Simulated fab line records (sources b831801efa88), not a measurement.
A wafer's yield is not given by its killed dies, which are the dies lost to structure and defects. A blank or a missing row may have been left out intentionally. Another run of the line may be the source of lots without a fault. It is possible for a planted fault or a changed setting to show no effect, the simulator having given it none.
fab line records	flow sky130
record: lots: 6	wafers: 18	last-day: 50
route steps=708 shown SD_N@350 SD_P@359 RES_XHIGH@360 SALICIDE@361 LI_CONTACT@362 PAD_OPEN@708
lots untouched by any fault: they come from a run of this same line in which no faults occurred
start-h: hours from the record's opening day to when the first of the lot's shown wafers began	wait-h: how many hours have passed since the lot's step before this one	" as in the row above	L1.1+2: several wafers, shown together as one row	- value missing, or start not given	* or withheld: withheld	< > ~ a bound
route shown NAME@n: a module of which the file shows steps, and the number in the route of the first	usual: mean/standard deviation of fault-free wafers	same: alike in all rows	chamber/n: place in a boat	sites: per-site readings	_std_site: the standard deviation of these	_edge_site: inner sites' mean taken away from outer sites' mean	radius-mm: how far each site lies from the wafer's centre	mask NAME#n: copy n	behind: tool/chamber where the wafer was last shaped	hold: why the lot went on hold/how many hours it stayed there/how the hold came to an end	device: the n, p or np transistor that did not switch	end of line: the route-end tests of the same wafers	a step with no rows: only its recipe	killed: at the first sort, the dies lost to defects and structure; wafer yield is something else	map: per-die view of a wafer (x killed, . not killed, _ where there is no die)
set.NAME: the setting as run; set.NAME@STEP: as run at that earlier step	model.NAME: the simulator's own value behind a step, which no gauge read
lots at selected steps of the route; one table per step, one row per wafer
services: the hour from which a tool's chamber was out of use, counted from the record's first day as start-h (under 0 if before that day), plus the number of hours and why
== steps ==
step: SKY_SD_N_OVL_MEAS_08
usual: SD_N_OVL: 0.8/1.1
lot.wafer	tool	chamber	start-h	wait-h	SD_N_OVL[nm]
L659.1	overlay-02	-	678.61	0.1	0.2
L659.4	"	-	"	"	1.5
L659.5	"	-	"	"	0.1
L667.1	overlay-02	-	738.96	0.1	-0.1
L667.4	"	-	"	"	0.4
L667.5	"	-	"	"	-0.3
L669.1	overlay-02	-	757.66	0.1	0.4
L669.3	"	-	"	"	0.2
L669.4	"	-	"	"	0.8
L676.1	overlay-02	-	805.32	0.1	1.7
L676.3	"	-	"	"	1.1
L676.4	"	-	"	"	1.3
L678.1	overlay-02	-	821.77	0.1	1.7
L678.2	"	-	"	"	2.4
L678.6	"	-	"	"	1.3
L679.2	overlay-01	-	828.02	0.1	-0.5
L679.5	"	-	"	"	-0.7
L679.6	"	-	"	"	0.3
step: SKY_SD_N_IMPLANT_09
recipe: species: As	energy-kev: 50	dose-cm2: 4e+15	tilt-deg: 0
step: SKY_SD_N_IMPLANT_10
recipe: species: P	energy-kev: 20	dose-cm2: 1e+14	tilt-deg: 0
step: SKY_SD_N_STRIP_11
recipe: chemistry: O2/N2	power-w: 1400	pressure-mtorr: 1500	platen-temp-c: withheld	o2-flow-sccm: 3000	n2-flow-sccm: 300	overash-fraction: 0.5
usual: chamber-pressure-mTorr: 1499.8/1.5	drypump-motor-current-A: 5.4/0.47	oes-product-au: 0.527/0.0047	strip-time-to-endpoint-s: 22.55/0.037
lot.wafer	tool	chamber	start-h	wait-h	chamber-pressure-mTorr	drypump-motor-current-A	oes-product-au	rf-hours-counter-h	strip-time-to-endpoint-s
L659.1	plasma-asher-02	1	678.95	0.1	1501.1	5.1	0.528	23	22.54
L659.4	"	0	"	"	1498.4	5.2	0.530	-	22.53
L659.5	"	0	"	"	1499.1	5.2	0.530	-	22.54
L667.1	plasma-asher-02	0	739.30	0.1	1502.3	5.2	0.534	29	22.59
L667.4	"	1	"	"	1502.7	5.1	0.521	-	22.60
L667.5	"	1	"	"	1503.4	5.1	0.525	-	22.60
L669.1	plasma-asher-03	0	758.00	0.1	1499.9	6.2	0.521	96	22.60
L669.3	"	1	"	"	1501.7	6.0	0.531	-	22.53
L669.4	"	0	"	"	1498.6	6.2	0.537	-	22.59
L676.1	plasma-asher-04	0	805.65	0.1	1498.9	4.8	0.528	6	22.63
L676.3	"	1	"	"	1500.6	6.1	0.523	-	22.59
L676.4	"	0	"	"	1499.0	4.8	0.524	-	22.53
L678.1	plasma-asher-02	0	822.10	0.1	1501.5	5.2	0.525	37	22.54
L678.2	"	1	"	"	1500.8	5.1	0.527	37	22.56
L678.6	"	0	"	"	1500.2	5.2	0.525	-	22.48
L679.2	plasma-asher-04	1	828.35	0.1	1498.5	6.1	0.528	8	22.55
L679.5	"	0	"	"	1496.9	4.8	0.524	-	22.53
L679.6	"	1	"	"	1500.9	6.1	0.527	-	22.54
step: SKY_SD_N_TW_MEAS_12
usual: SD_N_TW: 3972/32
lot.wafer	tool	chamber	start-h	wait-h	SD_N_TW
L659.1	film-metro-02	-	679.05	0.1	3959
L659.4	"	-	"	"	3954
L659.5	"	-	"	"	3953
L667.1	film-metro-04	-	739.40	0.1	3912
L667.4	"	-	"	"	3946
L667.5	"	-	"	"	3914
L669.1	film-metro-02	-	758.10	0.1	3989
L669.3	"	-	"	"	3973
L669.4	"	-	"	"	3972
L676.1	film-metro-02	-	805.75	0.1	3979
L676.3	"	-	"	"	3983
L676.4	"	-	"	"	3989
L678.1	film-metro-04	-	822.20	0.1	4007
L678.2	"	-	"	"	3982
L678.6	"	-	"	"	3984
L679.2	film-metro-01	-	828.46	0.1	3985
L679.5	"	-	"	"	3984
L679.6	"	-	"	"	4004
step: SKY_SD_N_CLEAN_13
recipe: chemistry: SC1/SC2	mix: 1:4:20	temp-c: 70	time-s: 150	dry: n2-spin
step: SKY_SD_N_RTA_14
recipe: temp-c: 1075	time-s: 2	idle-temp-c: 650	ramp-up-c-per-s: 150	ramp-down-c-per-s: 90	ambient: N2
usual: chamber-o2-ppm: 2.001/0.022	lamp-power-pct: 15.74/0.053	wafer_temp_C_max: 1078.1/1.3
lot.wafer	tool	chamber	start-h	wait-h	chamber-o2-ppm	lamp-power-pct	wafer_temp_C_max
L659.1	rtp-anneal-01	0	679.16	0.0	1.994	15.67	1077.9
L659.4	"	0	"	"	1.983	15.78	1077.4
L659.5	"	0	"	"	1.959	15.73	1079.3
L667.1	rtp-anneal-01	0	739.51	0.0	2.023	15.74	1076.4
L667.4	"	0	"	"	2.016	15.84	1078.9
L667.5	"	0	"	"	2.015	15.82	1076.8
L669.1	rtp-anneal-01	0	758.21	0.0	1.982	15.75	1079.5
L669.3	"	0	"	"	1.969	15.78	1077.1
L669.4	"	0	"	"	1.980	15.70	1076.0
L676.1	rtp-anneal-02	0	805.86	0.0	2.056	15.81	1076.8
L676.3	"	0	"	"	2.054	15.70	1077.2
L676.4	"	0	"	"	2.044	15.71	1079.2
L678.1	rtp-anneal-02	0	822.31	0.0	1.992	15.76	1077.4
L678.2	"	0	"	"	1.979	15.72	1077.2
L678.6	"	0	"	"	2.013	15.71	1076.3
L679.2	rtp-anneal-01	0	828.57	0.0	1.992	15.75	1078.0
L679.5	"	0	"	"	1.998	15.70	1079.7
L679.6	"	0	"	"	1.979	15.75	1076.1
step: SKY_SD_N_RS_MEAS_16
recipe: thk-meas-gauge: four-point-probe
usual: SD_N_RS: 68.65/0.13
lot.wafer	tool	chamber	start-h	wait-h	SD_N_RS[ohm/sq]
L659.1	film-metro-01	-	679.33	0.1	68.45
L659.4	"	-	"	"	68.62
L659.5	"	-	"	"	68.70
L667.1	film-metro-02	-	739.68	0.1	68.69
L667.4	"	-	"	"	68.86
L667.5	"	-	"	"	68.84
L669.1	film-metro-01	-	758.38	0.1	68.66
L669.3	"	-	"	"	68.82
L669.4	"	-	"	"	68.77
L676.1	film-metro-04	-	806.03	0.1	68.61
L676.3	"	-	"	"	68.63
L676.4	"	-	"	"	68.65
L678.1	film-metro-01	-	822.48	0.1	68.64
L678.2	"	-	"	"	68.76
L678.6	"	-	"	"	68.82
L679.2	film-metro-01	-	828.75	0.1	68.67
L679.5	"	-	"	"	68.85
L679.6	"	-	"	"	68.62
step: SKY_SD_N_RS_MEAS_17
recipe: thk-meas-gauge: four-point-probe
usual: SD_P_RS: 147.3/0.39
lot.wafer	tool	chamber	start-h	wait-h	SD_P_RS[ohm/sq]
L659.1	film-metro-01	-	679.45	0.1	146.5
L659.4	"	-	"	"	146.6
L659.5	"	-	"	"	147.0
L667.1	film-metro-02	-	739.80	0.1	147.8
L667.4	"	-	"	"	148.0
L667.5	"	-	"	"	147.8
L669.1	film-metro-01	-	758.50	0.1	147.6
L669.3	"	-	"	"	148.1
L669.4	"	-	"	"	147.6
L676.1	film-metro-04	-	806.15	0.1	147.1
L676.3	"	-	"	"	146.8
L676.4	"	-	"	"	147.3
L678.1	film-metro-01	-	822.60	0.1	147.7
L678.2	"	-	"	"	147.4
L678.6	"	-	"	"	147.3
L679.2	film-metro-01	-	828.87	0.1	147.5
L679.5	"	-	"	"	147.7
L679.6	"	-	"	"	147.4
step: SKY_SD_N_RS_MEAS_18
recipe: thk-meas-gauge: four-point-probe
usual: RES_XHIGH_RS: 333.6/1.2
lot.wafer	tool	chamber	start-h	wait-h	RES_XHIGH_RS[ohm/sq]
L659.1	film-metro-01	-	679.57	0.1	335.0
L659.4	"	-	"	"	334.3
L659.5	"	-	"	"	335.9
L667.1	film-metro-02	-	739.92	0.1	334.5
L667.4	"	-	"	"	333.9
L667.5	"	-	"	"	332.3
L669.1	film-metro-01	-	758.62	0.1	334.8
L669.3	"	-	"	"	335.7
L669.4	"	-	"	"	335.8
L676.1	film-metro-04	-	806.27	0.1	333.7
L676.3	"	-	"	"	334.6
L676.4	"	-	"	"	333.9
L678.1	film-metro-01	-	822.72	0.1	335.5
L678.2	"	-	"	"	334.5
L678.6	"	-	"	"	335.1
L679.2	film-metro-01	-	828.99	0.1	332.1
L679.5	"	-	"	"	333.3
L679.6	"	-	"	"	332.9
step: SKY_SALICIDE_CLEAN_00
recipe: chemistry: HF-last	time-s: 30	dilution: 100:1	dry: ipa-marangoni
step: SKY_LI_CONTACT_HDPCVD_00
recipe: material: PSG	target-thk-nm: 930	sigma-open-frac: 0.3	time-s: 155	temp-c: 600	sih4-flow-sccm: 60	pressure-mtorr: 6
usual: run-length-s: 182.7/0.5
lot.wafer	tool	chamber	start-h	wait-h	run-length-s	model.PSG_of_LI_CONTACT_HDPCVD_00.thk-nm
L659.1	hdpcvd-01	2	679.71	0.0	182.2	933
L659.4	"	0	"	"	183.0	916.3
L659.5	"	1	"	"	182.4	921.6
L667.1	hdpcvd-02	1	740.06	0.0	183.1	914.7
L667.4	"	2	"	"	182.3	939.4
L667.5	"	0	"	"	219.2	1145
L669.1	hdpcvd-02	0	758.76	0.0	219.3	1144
L669.3	"	1	"	"	182.9	923.7
L669.4	"	1	"	"	183.0	912.3
L676.1	hdpcvd-01	0	806.41	0.0	183.5	921.5
L676.3	"	2	"	"	182.1	935.9
L676.4	"	0	"	"	183.0	928.6
L678.1	hdpcvd-01	0	822.86	0.0	183.2	917.4
L678.2	"	2	"	"	181.9	927.3
L678.6	"	2	"	"	182.1	933.4
L679.2	hdpcvd-02	0	829.11	0.0	183.2	944.6
L679.5	"	0	"	"	183.2	951.5
L679.6	"	1	"	"	183.2	941.1
step: SKY_LI_CONTACT_THK_MEAS_01
recipe: reads: PSG_of_LI_CONTACT_HDPCVD_00
usual: LI_CONTACT_HDPCVD_THK: 928/10
lot.wafer	tool	chamber	start-h	wait-h	LI_CONTACT_HDPCVD_THK[nm]
L659.1	film-metro-01	-	679.81	0.1	933
L659.4	"	-	"	"	916
L659.5	"	-	"	"	922
L667.1	film-metro-04	-	740.16	0.1	914
L667.4	"	-	"	"	939
L667.5	"	-	"	"	1146
L669.1	film-metro-02	-	758.86	0.1	1144
L669.3	"	-	"	"	923
L669.4	"	-	"	"	913
L676.1	film-metro-02	-	806.51	0.1	922
L676.3	"	-	"	"	936
L676.4	"	-	"	"	928
L678.1	film-metro-01	-	822.96	0.1	917
L678.2	"	-	"	"	928
L678.6	"	-	"	"	933
L679.2	film-metro-02	-	829.28	0.1	945
L679.5	"	-	"	"	951
L679.6	"	-	"	"	941
step: SKY_LI_CONTACT_CMP_02
recipe: material: PSG	down-force-psi: 4	platen-rpm: 60	pad-velocity-m-s: 0.94248
usual: motor-current-A: 12.2/1.2	slurry-flow-ml-min: 150.0/0.49	time-to-endpoint-s: 32/3.4
lot.wafer	tool	chamber	start-h	wait-h	motor-current-A	slurry-flow-ml-min	time-to-endpoint-s
L659.4	cmp-02	1	679.97	0.1	13.3	150.3	34
L659.1	"	2	"	"	12.8	150.0	31
L659.5	"	0	"	"	10.3	150.2	27
L667.4	cmp-01	0	740.27	0.1	10.6	149.6	36
L667.1	"	2	"	"	12.5	150.8	29
L667.5	"	0	"	"	10.8	149.6	53
L669.1	cmp-02	1	758.97	0.1	12.9	150.1	55
L669.3	"	2	"	"	12.8	149.7	32
L669.4	"	3	"	"	11.3	150.2	29
L676.1	cmp-02	0	806.57	0.1	10.4	149.9	28
L676.4	"	1	"	"	12.6	149.8	34
L676.3	"	3	"	"	12.4	149.1	30
L678.2	cmp-02	2	823.02	0.0	13.9	150.5	33
L678.1	"	0	"	"	11.2	149.9	28
L678.6	"	3	"	"	12.4	149.8	31
L679.2	cmp-01	0	829.48	0.2	11.1	149.9	40
L679.6	"	1	"	"	11.8	149.9	36
L679.5	"	2	"	"	12.7	150.5	42
step: SKY_LI_CONTACT_BOW_MEAS_03
recipe: mode: bow
usual: LI_CONTACT_BOW: 56/6.3
lot.wafer	tool	chamber	start-h	wait-h	LI_CONTACT_BOW[um]
L659.1	film-metro-01	-	680.17	0.1	56
L659.4	"	-	"	"	54
L659.5	"	-	"	"	57
L667.1	film-metro-01	-	740.52	0.1	54
L667.4	"	-	"	"	57
L667.5	"	-	"	"	67
L669.1	film-metro-04	-	759.22	0.2	60
L669.3	"	-	"	"	53
L669.4	"	-	"	"	51
L676.1	film-metro-01	-	806.87	0.2	62
L676.3	"	-	"	"	55
L676.4	"	-	"	"	62
L678.1	film-metro-04	-	823.32	0.1	61
L678.2	"	-	"	"	54
L678.6	"	-	"	"	54
L679.2	film-metro-02	-	829.65	0.1	72
L679.5	"	-	"	"	58
L679.6	"	-	"	"	50
step: SKY_PAD_OPEN_PROBE_99
usual: killed_at_M0_to_M3: 42/6.7	killed_at_M4_up: 3.3/2.1	killed-at-contacts: 24/5.1	killed-at-front-end: 15/4.6	killed-at-other: 0.3/0.58	killed-dies: 85/9.9	killed-open: 46/6.9	killed-short: 38/7
same: gross-dies: 492	killed-at-back-side: 0
lot.wafer	tool	chamber	start-h	wait-h	killed_at_M0_to_M3	killed_at_M4_up	killed-at-contacts	killed-at-front-end	killed-at-other	killed-dies	killed-open	killed-short
L659.1	prober-02	-	1097.83	0.1	44	3	18	11	0	76	45	31
L659.4	prober-02	-	1097.98	0.2	39	2	21	13	0	75	36	39
L659.5	prober-02	-	1098.03	0.2	47	3	20	11	0	81	44	36
L667.1	prober-02	-	1145.72	0.1	40	5	27	18	0	90	32	58
L667.4	prober-02	-	1145.87	0.2	49	5	21	14	1	90	48	42
L667.5	prober-02	-	1145.92	0.2	39	3	22	16	0	80	41	39
L669.1	prober-02	-	1156.22	0.1	45	3	21	17	0	86	46	39
L669.3	prober-02	-	1156.32	0.2	48	4	22	11	0	85	47	38
L669.4	prober-02	-	1156.37	0.2	37	4	35	14	0	90	43	47
L676.1	prober-02	-	1189.75	0.1	38	8	20	12	1	79	44	35
L676.3	prober-02	-	1189.85	0.2	42	2	26	11	0	81	45	36
L676.4	prober-02	-	1189.90	0.2	37	3	24	17	0	81	42	39
L678.1	prober-01	-	1200.97	0.1	41	3	20	24	1	89	40	49
L678.2	prober-01	-	1201.02	0.1	48	2	22	20	0	92	46	44
L678.6	prober-01	-	1201.22	0.2	35	5	22	14	0	76	36	40
L679.2	prober-02	-	1202.86	0.1	40	4	27	16	0	87	53	34
L679.5	prober-02	-	1203.01	0.2	34	5	23	14	1	77	40	37
L679.6	prober-02	-	1203.06	0.2	45	1	20	15	1	82	41	40
killed by level:class
L659.1 VIA1:geometric-particle:open=10 VIA2:geometric-particle:open=7 VIA3:geometric-particle:open=6 CONTACT:geometric-particle:open=6 METAL1:geometric-particle:short=6 LOCAL_INTERCONNECT:geometric-particle:short=5 POLY_GATE:geometric-particle:open=4 METAL2:geometric-particle:short=4
L659.4 VIA2:geometric-particle:open=8 METAL1:geometric-particle:short=7 LI_CONTACT:geometric-particle:open=6 CONTACT:geometric-particle:open=6 VIA2:geometric-particle:short=5 POLY_GATE:geometric-particle:short=4 CONTACT:geometric-particle:short=4 VIA1:geometric-particle:open=4
L659.5 VIA1:geometric-particle:open=12 VIA2:geometric-particle:open=10 CONTACT:geometric-particle:open=8 METAL3:geometric-particle:short=5 FIELD_ISO:geometric-particle:short=4 LI_CONTACT:geometric-particle:open=4 METAL1:geometric-particle:short=4 METAL2:geometric-particle:short=4
L667.1 METAL1:geometric-particle:short=11 LOCAL_INTERCONNECT:geometric-particle:short=8 CONTACT:geometric-particle:open=7 LI_CONTACT:geometric-particle:open=6 POLY_GATE:geometric-particle:short=5 CONTACT:geometric-particle:short=5 METAL2:geometric-particle:short=5 METAL3:geometric-particle:short=5
L667.4 VIA1:geometric-particle:open=11 VIA2:geometric-particle:open=10 CONTACT:geometric-particle:open=10 METAL2:geometric-particle:short=8 METAL1:geometric-particle:short=5 LI_CONTACT:geometric-particle:open=4 CONTACT:geometric-particle:short=4 VIA2:geometric-particle:short=4
L667.5 CONTACT:geometric-particle:short=8 VIA3:geometric-particle:open=7 VIA1:geometric-particle:open=7 VIA2:geometric-particle:open=6 FIELD_ISO:geometric-particle:open=5 LI_CONTACT:geometric-particle:short=5 CONTACT:geometric-particle:open=5 FIELD_ISO:geometric-particle:short=4
L669.1 VIA1:geometric-particle:open=13 CONTACT:geometric-particle:open=11 VIA1:geometric-particle:short=8 FIELD_ISO:geometric-particle:open=5 FIELD_ISO:geometric-particle:short=5 METAL1:geometric-particle:short=5 LI_CONTACT:geometric-particle:open=4 VIA2:geometric-particle:open=4
L669.3 VIA1:geometric-particle:open=9 LI_CONTACT:geometric-particle:open=8 CONTACT:geometric-particle:short=7 VIA2:geometric-particle:open=7 VIA3:geometric-particle:open=6 CONTACT:geometric-particle:open=5 VIA1:geometric-particle:short=4 METAL2:geometric-particle:short=4
L669.4 CONTACT:geometric-particle:open=10 CONTACT:geometric-particle:short=9 VIA2:geometric-particle:open=7 VIA1:geometric-particle:short=7 FIELD_ISO:geometric-particle:open=6 LOCAL_INTERCONNECT:geometric-particle:short=6 VIA1:geometric-particle:open=6 METAL2:geometric-particle:short=6
L676.1 VIA1:geometric-particle:open=8 CONTACT:geometric-particle:open=8 VIA2:geometric-particle:open=8 CONTACT:geometric-particle:short=7 FIELD_ISO:geometric-particle:open=5 VIA3:geometric-particle:short=5 VIA3:geometric-particle:open=5 METAL4:geometric-particle:short=5
L676.3 CONTACT:geometric-particle:open=9 METAL2:geometric-particle:short=9 VIA1:geometric-particle:open=8 VIA3:geometric-particle:open=6 LI_CONTACT:geometric-particle:open=6 LI_CONTACT:geometric-particle:short=5 VIA2:geometric-particle:open=5 FIELD_ISO:geometric-particle:short=4
L676.4 LI_CONTACT:geometric-particle:open=10 VIA3:geometric-particle:open=10 METAL2:geometric-particle:short=8 CONTACT:geometric-particle:short=7 POLY_GATE:geometric-particle:open=5 FIELD_ISO:geometric-particle:short=4 SPACER:geometric-particle:short=4 VIA1:geometric-particle:short=4
L678.1 POLY_GATE:geometric-particle:short=10 VIA3:geometric-particle:open=10 VIA1:geometric-particle:open=9 CONTACT:geometric-particle:open=6 LI_CONTACT:geometric-particle:short=5 LOCAL_INTERCONNECT:geometric-particle:short=5 VIA3:geometric-particle:short=5 POLY_GATE:geometric-particle:open=4
L678.2 CONTACT:geometric-particle:open=11 METAL1:geometric-particle:short=9 VIA1:geometric-particle:open=8 VIA3:geometric-particle:open=7 VIA1:geometric-particle:short=6 POLY_GATE:geometric-particle:open=5 POLY_GATE:geometric-particle:short=5 METAL2:geometric-particle:short=5
L678.6 METAL1:geometric-particle:short=7 LOCAL_INTERCONNECT:geometric-particle:short=6 CONTACT:geometric-particle:open=6 METAL2:geometric-particle:short=6 FIELD_ISO:geometric-particle:open=4 POLY_GATE:geometric-particle:short=4 LI_CONTACT:geometric-particle:open=4 VIA1:geometric-particle:open=4
L679.2 LI_CONTACT:geometric-particle:open=15 VIA1:geometric-particle:open=12 VIA3:geometric-particle:open=6 POLY_GATE:geometric-particle:short=4 CONTACT:geometric-particle:short=4 CONTACT:geometric-particle:open=4 VIA1:geometric-particle:short=4 VIA2:geometric-particle:open=4
L679.5 LI_CONTACT:geometric-particle:open=8 CONTACT:geometric-particle:open=6 METAL1:geometric-particle:short=5 VIA1:geometric-particle:open=5 FIELD_ISO:geometric-particle:open=4 CONTACT:geometric-particle:short=4 VIA1:geometric-particle:short=4 METAL3:geometric-particle:short=4
L679.6 VIA3:geometric-particle:open=11 METAL1:geometric-particle:short=9 VIA1:geometric-particle:open=7 LI_CONTACT:geometric-particle:open=6 METAL2:geometric-particle:short=5 CONTACT:geometric-particle:short=4 FIELD_ISO:geometric-particle:open=4 POLY_GATE:geometric-particle:short=4
== services ==
tool	chamber	start-h	hours	kind
hdpcvd-01	-	670.75	2.8	pm
hdpcvd-01	-	696.54	0.7	repair
plasma-asher-03	-	699.71	3.8	repair
hdpcvd-01	0	726.92	12.2	repair
rtp-anneal-01	-	731.39	5.1	pm
cmp-01	-	732.08	2.6	repair
plasma-asher-04	-	733.75	9.0	pm
hdpcvd-01	-	742.06	28.1	pm
hdpcvd-02	0	746.59	11.4	repair
plasma-asher-02	-	758.29	3.9	repair
cmp-01	-	758.44	4.0	pm
rtp-anneal-02	-	762.39	3.9	pm
plasma-asher-04	-	768.70	2.8	pm
hdpcvd-01	1	777.17	24.8	repair
cmp-01	-	777.44	1.5	repair
cmp-02	-	779.01	5.3	pm
cmp-01	-	785.11	4.8	pm
hdpcvd-01	2	787.90	4.8	repair
hdpcvd-02	-	797.80	0.6	repair
cmp-02	-	800.21	2.0	repair
hdpcvd-02	-	800.36	7.4	repair
cmp-01	-	802.56	2.7	repair
hdpcvd-02	2	823.69	13.8	repair
cmp-02	-	829.25	1.9	repair
== key ==
first-sign: step: SKY_LI_CONTACT_HDPCVD_00	reading: run-length-s	direction: up	sigmas: 73	usual: *	struck: *
effect: step: SKY_LI_CONTACT_THK_MEAS_01	reading: LI_CONTACT_HDPCVD_THK	direction: up	sigmas: 21	usual: 928	struck: 1145
effect: step: SKY_LI_CONTACT_CMP_02	reading: time-to-endpoint-s	direction: up	sigmas: 6.5	usual: *	struck: *
model-effect: step: SKY_LI_CONTACT_HDPCVD_00	value: PSG_of_LI_CONTACT_HDPCVD_00.thk-nm	without: 927.7	struck: 1144
met-at SKY_LI_CONTACT_HDPCVD_00
struck-wafers L667.5,L669.1
tester-left-out L667,L669
fault: kind: process-parameter-drift	tool: hdpcvd-02	chamber: 0	onset-h: 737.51	steps: SKY_LI_CONTACT_HDPCVD_00	channel: time-s	offset: *	shape: step	end-h: 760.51	acts-in: *	stated: *
tester-left-out: of these lots the tester's yield and bins aren't shown, on N5 and GAA mostly nor the transistor test; their killed dies are dies lost to structure and defects alone, not to doping, threshold or leakage, so they don't give the yield
